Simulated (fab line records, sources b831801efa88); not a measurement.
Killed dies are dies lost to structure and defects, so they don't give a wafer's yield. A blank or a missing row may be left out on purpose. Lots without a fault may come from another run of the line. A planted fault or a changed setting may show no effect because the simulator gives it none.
fab line records | flow sky130
record lots=6 wafers=18 last_day=49
route steps=708 shown LDD_N@252 LDD_P@255 PAD_OPEN@708
lots that met no fault: from a run of the same line without faults
start_h: hours from the record's first day to the start of the lot's first wafer shown | wait_h: hours since the lot's step before | " the same as in the row above | L1.1+2: a row that stands for several wafers | - no value, or no start given | * or withheld: withheld | < > ~ a bound
route shown NAME@n: a module of which the file shows steps, and the number in the route of the first | usual: mean/standard deviation of fault-free wafers | same: alike in all rows | chamber/n: place in a boat | sites: the reading at each site | _std_site: their standard deviation | _edge_site: outer sites' mean less inner sites' | radius_mm: how far each site lies from the wafer's centre | mask NAME#n: copy n | behind: the tool/chamber that last shaped the wafer | hold: why the lot was held/for how many hours/how that ended | device: the transistor (n, p or np) that didn't switch | end of line: the same wafers' tests at the end of the route | a step without rows: its recipe alone | killed: dies lost to structure and defects at the first sort, not the wafer's yield | map: a wafer's dies, x killed, . not, _ none there
set.NAME: the setting as run; set.NAME@STEP: as run at that earlier step | model.NAME: the simulator's own value behind a step, which no gauge read
lots at some steps of the route; a table a step, a row a wafer
services: from which hour (start_h, from the record's first day; less than 0 if before it) a tool's chamber was out of use, for how many hours, and why
## steps
# step SKY_LDD_N_IMPLANT_15
# recipe species=BF2 energy_kev=50 dose_cm2=5e+12 tilt_deg=30 rotation_deg=270
# step SKY_LDD_N_STRIP_16
# recipe chemistry=O2/N2 power_w=1400 pressure_mtorr=1500 platen_temp_c=withheld o2_flow_sccm=3000 n2_flow_sccm=300 overash_fraction=0.5
# usual drypump_motor_current_A=5.5/0.43 oes_product_au=0.407/0.0045 strip_time_to_endpoint_s=4.317/0.014
# columns lot.wafer tool chamber start_h wait_h drypump_motor_current_A oes_product_au rf_hours_counter_h strip_time_to_endpoint_s
L399.1 plasma_asher-02 0 449.58 0.1 5.7 0.410 85 4.322
L399.4 " 1 " " 5.3 0.410 - 4.319
L399.6 " 1 " " 5.3 0.408 - 4.314
L402.2 plasma_asher-03 1 461.58 0.1 5.8 0.404 1 4.311
L402.3 " 1 " " 5.8 0.400 - 4.308
L402.5 " 0 " " 4.7 0.402 - 4.319
L401.1 plasma_asher-03 1 463.41 0.1 5.9 0.402 1 4.311
L401.4 " 0 " " 4.7 0.411 - 4.297
L401.6 " 1 " " 5.9 0.401 - 4.333
L403.1 plasma_asher-02 0 472.21 0.1 5.6 0.404 87 4.332
L403.4 " 0 " " 5.6 0.408 - 4.311
L403.5 " 0 " " 5.6 0.408 - 4.318
L413.1 plasma_asher-03 1 552.51 0.1 5.9 0.413 10 4.321
L413.4 " 1 " " 5.9 0.406 - 4.327
L413.6 " 1 " " 5.9 0.406 - 4.322
L415.1 plasma_asher-03 1 571.93 0.1 5.8 0.407 12 4.310
L415.2 " 0 " " 4.7 0.408 12 4.324
L415.5 " 0 " " 4.7 0.404 - 4.327
# step SKY_LDD_N_TW_MEAS_17
# usual LDD_N_TW=2565/26
# columns lot.wafer tool chamber start_h wait_h LDD_N_TW
L399.1 film_metro-04 - 449.68 0.1 2563
L399.4 " - " " 2556
L399.6 " - " " 2569
L402.2 film_metro-04 - 461.69 0.1 2564
L402.3 " - " " 2570
L402.5 " - " " 2563
L401.1 film_metro-04 - 463.51 0.1 2582
L401.4 " - " " 2574
L401.6 " - " " 2579
L403.1 film_metro-04 - 472.31 0.1 2563
L403.4 " - " " 2570
L403.5 " - " " 2558
L413.1 film_metro-04 - 552.61 0.1 2567
L413.4 " - " " 2565
L413.6 " - " " 2572
L415.1 film_metro-03 - 572.03 0.1 2557
L415.2 " - " " 2546
L415.5 " - " " 2529
# step SKY_LDD_P_DEHYDRATE_00
# recipe temp_c=200 time_s=60
# step SKY_LDD_P_HMDS_01
# recipe prime_time_s=60 prime_temp_c=120
# step SKY_LDD_P_COAT_02
# recipe resist=NOVOLAK spin_rpm=3000 resist_thk_nm=1140
# step SKY_LDD_P_SOFTBAKE_03
# recipe temp_c=90 time_s=60 resist=NOVOLAK
# step SKY_LDD_P_EXPOSE_04
# recipe mask_id=PSDM na=0.6 source_shape=conventional sigma_outer=0.6 polarization=unpolarized target_cd_nm=380 dose_mj=138
# step SKY_LDD_P_PEB_05
# recipe temp_c=withheld time_s=* resist=NOVOLAK
# step SKY_LDD_P_DEVELOP_06
# recipe resist=NOVOLAK developer=TMAH develop_time_s=60 dev_temp_c=23
# step SKY_LDD_P_CD_MEAS_07
# recipe target_cd_nm=380
# usual cd_nm=380.1/2.3
# columns lot.wafer tool chamber start_h wait_h cd_nm
L399.1 cd_sem-01 - 479.92 0.1 381.1
L399.4 " - " " 382.8
L399.6 " - " " 381.1
L402.2 cd_sem-02 - 492.37 0.1 382.2
L402.3 " - " " 382.1
L402.5 " - " " 382.7
L401.1 cd_sem-01 - 493.90 0.1 381.2
L401.4 " - " " 381.9
L401.6 " - " " 383.1
L403.1 cd_sem-02 - 502.65 0.1 381.9
L403.4 " - " " 381.9
L403.5 " - " " 380.8
L413.1 cd_sem-01 - 581.77 0.1 379.0
L413.4 " - " " 377.0
L413.6 " - " " 378.3
L415.1 cd_sem-02 - 601.47 0.1 380.9
L415.2 " - " " 383.6
L415.5 " - " " 381.0
# step SKY_LDD_P_OVL_MEAS_08
# usual LDD_P_OVL=-0.1/1.3
# columns lot.wafer tool chamber start_h wait_h LDD_P_OVL[nm]
L399.1 overlay-02 - 480.04 0.1 -0.8
L399.4 " - " " 0.3
L399.6 " - " " 1.0
L402.2 overlay-02 - 492.47 0.1 -1.1
L402.3 " - " " 0.2
L402.5 " - " " -0.7
L401.1 overlay-01 - 494.02 0.1 -1.6
L401.4 " - " " -1.7
L401.6 " - " " -1.7
L403.1 overlay-02 - 502.77 0.1 1.4
L403.4 " - " " -2.3
L403.5 " - " " -0.2
L413.1 overlay-02 - 581.89 0.1 0.2
L413.4 " - " " 2.0
L413.6 " - " " 0.2
L415.1 overlay-02 - 601.59 0.1 0.4
L415.2 " - " " 0.9
L415.5 " - " " 0.9
# step SKY_LDD_P_IMPLANT_09
# recipe species=BF2 energy_kev=25 dose_cm2=1e+13 tilt_deg=withheld
# usual beam_energy_keV=25.000/0.0081 beam_on_s=9.98/0.18
# columns lot.wafer tool chamber start_h wait_h beam_energy_keV beam_on_s model.implant.rp_nm model.implant.drp_nm
L399.1 implanter-02 0 480.08 0.0 24.990 10.04 21.16 11.41
L399.4 " 0 " " 24.983 10.01 21.16 11.41
L399.6 " 0 " " 24.986 10.04 21.16 11.41
L402.2 implanter-04 0 492.53 0.0 24.999 9.81 20.96 11.41
L402.3 " 0 " " 25.003 9.96 20.96 11.41
L402.5 " 0 " " 25.007 9.90 20.96 11.41
L401.1 implanter-03 0 494.05 0.0 25.000 9.92 21.32 11.41
L401.4 " 0 " " 25.006 9.92 21.32 11.41
L401.6 " 0 " " 24.990 10.20 21.32 11.41
L403.1 implanter-02 0 502.80 0.0 25.014 9.89 20.38 11.41
L403.4 " 0 " " 24.991 9.81 20.38 11.41
L403.5 " 0 " " 24.994 9.90 20.38 11.41
L413.1 implanter-02 0 581.93 0.0 26.577 9.73 21.34 11.91
L413.4 " 0 " " 26.573 10.02 21.34 11.91
L413.6 " 0 " " 26.578 10.32 21.34 11.91
L415.1 implanter-02 0 601.63 0.0 26.565 9.97 21.52 11.91
L415.2 " 0 " " 26.577 9.91 21.52 11.91
L415.5 " 0 " " 26.553 9.88 21.52 11.91
# step SKY_LDD_P_STRIP_10
# recipe chemistry=O2/N2 power_w=1400 pressure_mtorr=1500 platen_temp_c=withheld o2_flow_sccm=3000 n2_flow_sccm=300 overash_fraction=0.5
# usual drypump_motor_current_A=5.7/0.55 oes_product_au=0.715/0.005 strip_time_to_endpoint_s=14.191/0.029
# columns lot.wafer tool chamber start_h wait_h drypump_motor_current_A oes_product_au rf_hours_counter_h strip_time_to_endpoint_s
L399.1 plasma_asher-04 1 480.23 0.1 6.5 0.725 35 14.213
L399.4 " 1 " " 6.5 0.721 - 14.225
L399.6 " 1 " " 6.4 0.724 - 14.217
L402.2 plasma_asher-01 1 492.65 0.1 5.3 0.717 65 14.204
L402.3 " 0 " " 6.0 0.710 - 14.265
L402.5 " 1 " " 5.3 0.719 - 14.167
L401.1 plasma_asher-04 0 494.20 0.1 6.0 0.720 36 14.229
L401.4 " 0 " " 6.0 0.717 - 14.203
L401.6 " 1 " " 6.5 0.715 - 14.198
L403.1 plasma_asher-01 1 502.95 0.1 5.3 0.722 66 14.196
L403.4 " 1 " " 5.2 0.715 - 14.193
L403.5 " 1 " " 5.3 0.720 - 14.153
L413.1 plasma_asher-03 1 582.08 0.1 5.9 0.715 13 14.197
L413.4 " 1 " " 5.9 0.718 - 14.188
L413.6 " 1 " " 5.8 0.715 - 14.192
L415.1 plasma_asher-03 0 601.78 0.1 4.7 0.709 15 14.145
L415.2 " 1 " " 5.9 0.712 15 14.133
L415.5 " 1 " " 5.9 0.724 - 14.189
# step SKY_PAD_OPEN_PROBE_99
# usual killed_at_M0_to_M3=43/6.5 killed_at_M4_up=3.3/2 killed_at_contacts=24/5.2 killed_at_front_end=16/4.2 killed_at_other=0.3/0.6 killed_dies=87/9.3 killed_on_rim=18/4.2 killed_open=47/7.8 killed_short=39/6.2
# same gross_dies=492 killed_at_back_side=0
# columns lot.wafer tool chamber start_h wait_h killed_at_M0_to_M3 killed_at_M4_up killed_at_contacts killed_at_front_end killed_at_other killed_dies killed_on_rim killed_open killed_short
L402.2 prober-02 - 1111.60 0.1 32 4 29 13 0 78 17 49 29
L402.3 prober-02 - 1111.65 0.2 37 2 34 19 0 92 21 47 45
L402.5 prober-02 - 1111.75 0.2 38 6 31 14 1 90 17 53 37
L401.1 prober-01 - 1112.80 0.1 36 1 19 15 0 71 15 31 39
L401.4 prober-01 - 1112.95 0.2 34 1 21 18 0 74 15 39 35
L401.6 prober-01 - 1113.05 0.2 34 4 13 20 0 71 20 39 32
L403.1 prober-02 - 1118.63 0.1 34 3 25 10 0 72 15 42 30
L403.4 prober-02 - 1118.78 0.2 48 3 37 15 1 104 21 53 49
L403.5 prober-02 - 1118.83 0.2 46 5 26 10 1 88 18 48 40
L413.1 prober-02 - 1177.52 0.1 42 2 25 16 1 86 24 50 36
L413.4 prober-02 - 1177.67 0.2 55 5 18 11 0 89 15 43 46
L413.6 prober-02 - 1177.77 0.2 38 10 31 18 0 97 24 53 42
L415.1 prober-02 - 1180.40 0.1 45 2 21 13 0 81 5 43 36
L415.2 prober-02 - 1180.45 0.1 47 4 32 15 2 100 24 51 46
L415.5 prober-02 - 1180.60 0.2 33 7 24 15 0 79 18 39 40
# killed by level:class
L402.2 CONTACT:geometric_particle:open=16 VIA1:geometric_particle:open=12 LI_CONTACT:geometric_particle:open=7 FIELD_ISO:geometric_particle:open=6 METAL2:geometric_particle:short=6 METAL4:geometric_particle:short=4 VIA2:geometric_particle:open=4 LOCAL_INTERCONNECT:geometric_particle:short=3
L402.3 VIA2:geometric_particle:open=11 CONTACT:geometric_particle:short=10 CONTACT:geometric_particle:open=9 METAL1:geometric_particle:short=8 FIELD_ISO:geometric_particle:short=7 LI_CONTACT:geometric_particle:open=7 FIELD_ISO:geometric_particle:open=4 POLY_GATE:geometric_particle:open=4
L402.5 CONTACT:geometric_particle:open=12 CONTACT:geometric_particle:short=10 VIA2:geometric_particle:open=8 VIA1:geometric_particle:open=7 LI_CONTACT:geometric_particle:open=6 FIELD_ISO:geometric_particle:short=5 METAL3:geometric_particle:short=5 FIELD_ISO:geometric_particle:open=4
L401.1 LI_CONTACT:geometric_particle:open=7 FIELD_ISO:geometric_particle:short=6 METAL3:geometric_particle:short=6 VIA1:geometric_particle:open=5 CONTACT:geometric_particle:open=5 VIA1:geometric_particle:short=5 VIA3:geometric_particle:open=5 METAL2:geometric_particle:short=4
L401.4 VIA1:geometric_particle:open=7 FIELD_ISO:geometric_particle:short=6 LI_CONTACT:geometric_particle:open=6 CONTACT:geometric_particle:open=6 FIELD_ISO:geometric_particle:open=5 VIA3:geometric_particle:short=5 VIA2:geometric_particle:open=5 VIA3:geometric_particle:open=5
L401.6 VIA3:geometric_particle:open=10 FIELD_ISO:geometric_particle:open=5 VIA1:geometric_particle:open=5 VIA1:geometric_particle:short=4 LI_CONTACT:geometric_particle:open=4 CONTACT:geometric_particle:open=4 METAL1:geometric_particle:short=4 METAL2:geometric_particle:short=4
L403.1 LI_CONTACT:geometric_particle:open=10 VIA1:geometric_particle:open=8 CONTACT:geometric_particle:open=6 METAL1:geometric_particle:short=5 FIELD_ISO:geometric_particle:open=4 CONTACT:geometric_particle:short=4 VIA1:geometric_particle:short=4 POLY_GATE:geometric_particle:open=3
L403.4 CONTACT:geometric_particle:open=13 VIA1:geometric_particle:open=9 LI_CONTACT:geometric_particle:open=8 VIA2:geometric_particle:open=7 LOCAL_INTERCONNECT:geometric_particle:short=6 CONTACT:geometric_particle:short=6 METAL1:geometric_particle:short=6 METAL2:geometric_particle:short=6
L403.5 VIA1:geometric_particle:open=13 LI_CONTACT:geometric_particle:open=10 VIA1:geometric_particle:short=7 VIA2:geometric_particle:open=7 METAL4:geometric_particle:short=5 CONTACT:geometric_particle:short=5 METAL2:geometric_particle:open=4 POLY_GATE:geometric_particle:open=4
L413.1 VIA1:geometric_particle:open=10 VIA3:geometric_particle:open=8 CONTACT:geometric_particle:open=7 CONTACT:geometric_particle:short=7 LI_CONTACT:geometric_particle:open=6 VIA1:geometric_particle:short=6 FIELD_ISO:geometric_particle:open=5 POLY_GATE:geometric_particle:short=5
L413.4 METAL2:geometric_particle:short=11 VIA1:geometric_particle:open=9 VIA2:geometric_particle:open=9 METAL1:geometric_particle:short=7 VIA1:geometric_particle:short=6 LOCAL_INTERCONNECT:geometric_particle:short=5 CONTACT:geometric_particle:open=5 FIELD_ISO:geometric_particle:short=4
L413.6 VIA1:geometric_particle:open=15 CONTACT:geometric_particle:open=10 LI_CONTACT:geometric_particle:open=9 METAL4:geometric_particle:short=8 POLY_GATE:geometric_particle:short=5 CONTACT:geometric_particle:short=5 POLY_GATE:geometric_particle:open=4 LOCAL_INTERCONNECT:geometric_particle:short=4
L415.1 VIA1:geometric_particle:open=7 LI_CONTACT:geometric_particle:open=7 VIA3:geometric_particle:open=7 METAL2:geometric_particle:short=6 CONTACT:geometric_particle:open=5 METAL1:geometric_particle:short=5 VIA1:geometric_particle:short=5 FIELD_ISO:geometric_particle:open=4
L415.2 VIA1:geometric_particle:open=11 LI_CONTACT:geometric_particle:open=9 CONTACT:geometric_particle:open=9 VIA3:geometric_particle:open=7 CONTACT:geometric_particle:short=6 METAL1:geometric_particle:short=6 LOCAL_INTERCONNECT:geometric_particle:short=5 VIA2:geometric_particle:open=4
L415.5 VIA1:geometric_particle:open=8 VIA3:geometric_particle:open=7 LI_CONTACT:geometric_particle:open=6 CONTACT:geometric_particle:open=6 METAL1:geometric_particle:short=6 METAL4:geometric_particle:short=6 LOCAL_INTERCONNECT:geometric_particle:short=5 FIELD_ISO:geometric_particle:short=4
## services
# columns tool chamber start_h hours kind
implanter-03 - 427.63 3.6 pm
plasma_asher-04 - 430.39 14.6 pm
plasma_asher-02 - 434.87 0.5 repair
plasma_asher-03 - 440.96 9.0 pm
plasma_asher-03 0 440.96 9.0 vent_cycle
plasma_asher-03 1 440.96 9.0 vent_cycle
plasma_asher-03 0 449.96 - clean
plasma_asher-03 1 449.96 - clean
implanter-04 - 459.27 6.6 repair
plasma_asher-04 - 460.72 1.4 repair
plasma_asher-03 - 485.48 3.0 repair
implanter-03 - 506.30 3.3 repair
implanter-04 - 525.77 9.0 repair
plasma_asher-01 - 528.85 9.4 repair
implanter-03 - 538.21 3.0 repair
plasma_asher-04 - 547.36 5.3 repair
plasma_asher-02 - 556.55 1.0 repair
implanter-04 - 569.35 4.8 pm
implanter-02 - 578.69 2.2 repair
plasma_asher-01 - 593.20 0.7 repair
implanter-04 - 595.89 1.7 repair
## key
first_sign step=SKY_LDD_P_IMPLANT_09 reading=beam_energy_keV direction=up sigmas=99+ usual=* struck=*
effect none on later readings
model_effect step=SKY_LDD_P_IMPLANT_09 value=implant.rp_nm without=20.41 struck=21.43
met_at SKY_LDD_P_IMPLANT_09
struck_wafers L413.1,L413.4,L413.6,L415.1,L415.2,L415.5
tester_left_out L413,L415
onset_between 502.80 581.93
fault kind=process_parameter_drift tool=implanter-02 chamber=- onset_h=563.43 steps=SKY_LDD_P_IMPLANT_09 channel=energy_kev offset=* shape=step end_h=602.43 acts_in=* stated=*
# tester_left_out: of these lots the tester's yield and bins aren't shown, on N5 and GAA mostly nor the transistor test; their killed dies are dies lost to structure and defects alone, not to doping, threshold or leakage, so they don't give the yield
